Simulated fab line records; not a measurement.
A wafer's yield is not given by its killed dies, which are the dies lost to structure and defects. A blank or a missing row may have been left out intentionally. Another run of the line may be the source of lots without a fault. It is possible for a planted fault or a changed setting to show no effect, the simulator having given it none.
The tool behind it: which one? + flow sky130 + at 1 step of a route of 708, 7 lots with 21 wafers sampled

WHAT THE GAUGES READ, wafer by wafer
SKY_VIA1_OVL_MEAS_13.
| lot  | measured     | on         | VIA1_OVL (nm) |
|------|--------------|------------|---------------|
| L482 | day 35 00:47 | overlay-02 | 7 5 -1        |
| L486 | day 36 03:34 | overlay-01 | 5 14 14       |
| L489 | day 36 16:31 | overlay-02 | 1 0 1         |
| L492 | day 37 20:52 | overlay-01 | -11 9 1       |
| L496 | day 38 22:35 | overlay-02 | 7 3 10        |
| L501 | day 40 10:05 | overlay-02 | -6 0 -4       |
| L503 | day 41 00:59 | overlay-02 | 6 5 -2        |

TOOL THAT RAN EACH LOT (tool first, then ch and the chambers of the sampled wafers, then the start)
The record shows no process step preceding these readings.

THE ANSWER, worked out from the rows above alone
Rule: what is usual is taken from the lots themselves. The widest of any qualifying gaps counts: lots, ordered by their means at a reading, are off when they make up no more than a third of the lots, leave a main group of 4 or more, and stand apart from it by 3 or more times the standard deviation of that group's means. The tables above print the reading to a certain number of digits; a main group whose means all agree to those digits is not used. Also off: a lot with no number at a reading for which 4 or more lots have one. The other lots that the step has rows for count as sound.
Across all readings shown, no lot is off: no conclusion can be drawn from this.

WHAT HAD BEEN PUT IN BY THE SIMULATOR
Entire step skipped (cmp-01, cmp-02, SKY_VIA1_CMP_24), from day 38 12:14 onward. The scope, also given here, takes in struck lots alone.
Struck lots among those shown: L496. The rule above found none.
